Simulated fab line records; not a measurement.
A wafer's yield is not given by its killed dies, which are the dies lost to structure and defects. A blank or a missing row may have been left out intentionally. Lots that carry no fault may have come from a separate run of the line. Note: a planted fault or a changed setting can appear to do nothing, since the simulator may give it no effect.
Lot-split experiment	flow sfqLine	23 wafers read across 5 lots, on a route 325 steps long

== THE SPLIT ==
At SFQ_TRILAYER_M4_DEP_SPUTTER_091 (material Nb, target thk 200 nm, time 133.3 s), the setting powerW was moved away from the recipe's 2000 W on 10 of the 23 wafers read, by -11.5% to +8.9%. This setting was run at the recipe's value on the other wafers.

== FROM THE SPLIT TO THE READING: what the file shows between them, 4 steps ==
- SFQ_M4_RS_MEAS_924: measures by four-point-probe
- SFQ_TRILAYER_M4_LITHO_PEB_096: peb time 60 s (also split here: pebTimeS)
- SFQ_TRILAYER_M4_LITHO_DEVELOP_095: time 60 s
- SFQ_TRILAYER_M4_BARC_OPEN_METAL_ETCH_123: etches BARC in O2, target depth 125 nm, time 41.7 s

== THE READING ==
oesProductAu, in a.u., at SFQ_TRILAYER_M4_ETCH_METAL_ETCH_096 (etches Nb in Cl2/Ar, stops on SiO2, target depth 240 nm, time 120 s). On this fab line, fault-free wafers typically give 0.890 a.u. with a standard deviation of 0.0069 a.u.

wafer	tool, chamber at the split	powerW as run, W	against the recipe	oesProductAu, a.u.	against lot-mates on the recipe
L074.2	pvdSputter-04, -	2000	recipe	0.873	-
L074.4	pvdSputter-04, -	2000	recipe	0.897	-
L074.6	pvdSputter-04, -	2000	recipe	0.876	-
L075.1	pvdSputter-04, -	2165	+8.3%	0.938	+0.043
L075.2	pvdSputter-04, -	2165	+8.3%	0.930	+0.035
L075.4	pvdSputter-04, -	2000	recipe	0.891	-
L075.5	pvdSputter-04, -	2165	+8.3%	0.925	+0.030
L075.6	pvdSputter-04, -	2000	recipe	0.899	-
L078.1	pvdSputter-03, -	2179	+8.9%	0.941	+0.043
L078.3	pvdSputter-03, -	2179	+8.9%	0.942	+0.044
L078.4	pvdSputter-03, -	2000	recipe	0.901	-
L078.5	pvdSputter-03, -	2000	recipe	0.897	-
L078.6	pvdSputter-03, -	2000	recipe	0.897	-
L083.1	pvdSputter-06, -	2157	+7.9%	0.933	+0.037
L083.2	pvdSputter-06, -	2157	+7.9%	0.936	+0.040
L083.4	pvdSputter-06, -	2000	recipe	0.904	-
L083.5	pvdSputter-06, -	2000	recipe	0.888	-
L083.6	pvdSputter-06, -	2157	+7.9%	0.935	+0.039
L085.1	pvdSputter-06, -	2000	recipe	0.882	-
L085.2	pvdSputter-06, -	1770	-11.5%	0.818	-0.068
L085.3	pvdSputter-06, -	2000	recipe	0.885	-
L085.4	pvdSputter-06, -	2000	recipe	0.892	-
L085.6	pvdSputter-06, -	1770	-11.5%	0.825	-0.061

THE FIT
A straight line over all 23 wafers: oesProductAu changes by +0.00563 a.u. for each +1% of powerW; r = +0.97; the points scatter about the line by 0.0081 a.u.
The same after taking each lot's own level away (the mean of its wafers on the recipe; 23 wafers): +0.00509 a.u. for each +1%; r = +0.98; scatter 0.0062 a.u.
That fit puts the effect of the largest move of powerW on the reading at 0.058 a.u.
Across the lots, their own levels run from 0.8820 to 0.8983 a.u., a range of 2.4 times the standard deviation given above.
So the lot-to-lot level changes the slope: the two fits differ.
Check: for one of the wafers moved furthest among these (-11.5%), held out of the fit, the line's prediction against its lot-mates is -0.0569 a.u. Against them it came out at -0.0683 a.u.

== FURTHER SPLITS ON THESE WAFERS ==
Other splits were also applied to these wafers ahead of the reading. Each is held against what the fit with the lots' levels taken away leaves over:
other split on the same wafers	wafers away from the commonest value	r with oesProductAu (lot level and that fit taken away)
SFQ_TRILAYER_I3_VIA_ETCH_VIA_ETCH_088 sourceW	2	+0.01
SFQ_TRILAYER_M4_LITHO_PEB_096 pebTimeS	8	-0.07

== THE WHOLE CHAIN: every reading that the file lists as answering this split, in the file's order ==
step	what it does	reading	change (the file's fit)	r (the file's)
SFQ_TRILAYER_M4_DEP_SPUTTER_091	material Nb, target thk 200 nm, time 133.3 s	Nb_of_TRILAYER_M4_DEP_SPUTTER_091.thkNm (the simulator's own value, which no gauge read)	+2.03 nm for each +1% of the setting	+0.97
SFQ_M4_RS_MEAS_924	measures by four-point-probe	M4_NB_RS	-0.00941 for each +1% of the setting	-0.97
SFQ_TRILAYER_M4_ETCH_METAL_ETCH_096	etches Nb in Cl2/Ar, stops on SiO2, target depth 240 nm, time 120 s	oesProductAu	+0.00505 a.u. for each +1% of the setting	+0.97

== THE FILE'S OWN FIT ==
oesProductAu changes by +0.00505 a.u. for each +1% of powerW, r = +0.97.
